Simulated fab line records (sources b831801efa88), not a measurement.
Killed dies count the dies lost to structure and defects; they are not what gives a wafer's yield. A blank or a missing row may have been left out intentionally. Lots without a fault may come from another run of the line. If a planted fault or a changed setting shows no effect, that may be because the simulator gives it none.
Which tool is to blame? ; flow sky130 ; 12 lots, 36 wafers sampled, at 3 steps of a route of 708

## WHAT THE GAUGES SHOWED, per wafer
SKY_METAL5_THK_MEAS_06: measures by xrf. Usual: METAL5_ALCU_THK 1126 nm, standard deviation 15.
lot;measured;on;METAL5_ALCU_THK (nm);flag
L772;day 42 23:43;film metro-02;1117 1110 1099;
L773;day 42 23:32;film metro-01;1117 1130 1117;
L775;day 43 18:43;film metro-01;1105 1132 1105;
L776;day 44 04:16;film metro-01;1108 1117 1113;
L777;day 44 13:12;film metro-01;1115 1135 1120;
L779;day 47 04:05;film metro-04;1111 1095 1113;
L780;day 45 05:22;film metro-01;1135 1132 1136;
L782;day 45 22:38;film metro-04;1128 1132 1112;
L784;day 47 17:25;film metro-01;1119 1151 1136;
L786;day 47 18:29;film metro-01;1141 1129 1126;
L789;day 48 00:22;film metro-02;1131 1153 1123;
L791;day 48 04:41;film metro-01;1106 1143 1110;

## TOOL THAT RAN EACH LOT (tool first, then ch and the chambers of the sampled wafers, then the start)
lot;SKY_METAL1_SPUTTER_03;SKY_CAP2M_METAL_ETCH_13
L772;pvd sputter-02, day 31 15:04;rie metal-02 ch 0,1, day 40 20:28
L773;pvd sputter-01, day 31 18:17;rie metal-03 ch 0,1, day 40 20:46
L775;pvd sputter-04, day 32 16:29;rie metal-03 ch 0,1, day 41 17:31
L776;pvd sputter-04, day 33 01:29;rie metal-01 ch 0,1, day 42 02:49
L777;pvd sputter-02, day 33 13:04;rie metal-02 ch 0,1, day 42 11:59
L779;pvd sputter-04, day 34 00:05;rie metal-03 ch 1, day 42 19:08
L780;pvd sputter-01, day 34 10:26;rie metal-01 ch 0, day 43 04:38
L782;pvd sputter-02, day 35 10:04;rie metal-01 ch 0,1, day 43 23:59
L784;pvd sputter-04, day 37 12:41;rie metal-02 ch 1, day 45 21:01
L786;pvd sputter-01, day 37 17:12;rie metal-03 ch 0,1, day 45 22:20
L789;pvd sputter-04, day 37 23:45;rie metal-02 ch 0,1, day 46 03:47
L791;pvd sputter-02, day 38 06:44;rie metal-02 ch 0,1, day 46 10:22
- SKY_METAL1_SPUTTER_03: material Ti, target thk 5 nm, time 3.3 s.
- SKY_CAP2M_METAL_ETCH_13: etches TiN in Cl2/BCl3, stops on SiO2, target depth 220 nm, time 62.9 s.

## AS READ BY THE TOOLS THEMSELVES (means over the sampled wafers that have a number; for cases with no such wafer, the mark the record gives instead)
SKY_METAL1_SPUTTER_03. Usual: chamber pressure pa 0.3999 Pa, standard deviation 0.00078; throttle valve pct 29.5 %, standard deviation 1.1.
lot;tool;chamber pressure pa (Pa);throttle valve pct (%);flag
L772;pvd sputter-02;0.4002;30.8;
L773;pvd sputter-01;0.4005;29.1;
L775;pvd sputter-04;0.4003;30.2;
L776;pvd sputter-04;0.3997;29.7;
L777;pvd sputter-02;0.3998;29.8;
L779;pvd sputter-04;0.3989;30.0;
L780;pvd sputter-01;0.4004;28.4;
L782;pvd sputter-02;0.4007;29.7;
L784;pvd sputter-04;0.3999;29.9;
L786;pvd sputter-01;0.3998;28.8;
L789;pvd sputter-04;0.3999;29.8;
L791;pvd sputter-02;0.3990;30.0;

SKY_CAP2M_METAL_ETCH_13. Usual: drypump motor current A 5.83 A, standard deviation 0.29; he backside leak sccm 3.3 sccm, standard deviation 0.31; oes product au 0.943 a.u., standard deviation 0.0083; throttle valve pct 21.900 %, standard deviation 0.01.
lot;tool;drypump motor current A (A);he backside leak sccm (sccm);oes product au (a.u.);throttle valve pct (%);flag
L772;rie metal-02;5.79;3.2;0.945;21.906;
L773;rie metal-03;5.89;3.2;0.937;21.902;
L775;rie metal-03;6.02;3.2;0.927;21.915;
L776;rie metal-01;5.75;3.5;0.947;21.896;
L777;rie metal-02;5.66;3.4;0.950;21.896;
L779;rie metal-03;6.16;3.2;0.939;21.898;
L780;rie metal-01;5.50;3.5;0.939;21.903;
L782;rie metal-01;5.75;3.3;0.937;21.915;
L784;rie metal-02;5.56;3.4;0.941;21.902;
L786;rie metal-03;6.02;3.3;0.942;21.903;
L789;rie metal-02;5.78;3.3;0.943;21.912;
L791;rie metal-02;5.67;3.4;0.946;21.891;

## THE ANSWER, worked out from the rows above alone
Rule: a lot is off if the mean of its wafers that have a number lies more than 3 standard deviations from the usual mean. Also off: a lot with no number at a reading for which 4 or more lots have one. Where the step has rows for the other lots, those lots are counted as sound. Order of review: gauges by route order, followed by the tools' own readings, for which a lot's mean as printed above is used. The first step at which some lot is off is used, and at that step the reading that is off furthest; a lot without a number counts as furthest.
No lot is off on any of the readings shown, so nothing can be concluded from this.

## WHAT THE SIMULATOR HAD PUT IN
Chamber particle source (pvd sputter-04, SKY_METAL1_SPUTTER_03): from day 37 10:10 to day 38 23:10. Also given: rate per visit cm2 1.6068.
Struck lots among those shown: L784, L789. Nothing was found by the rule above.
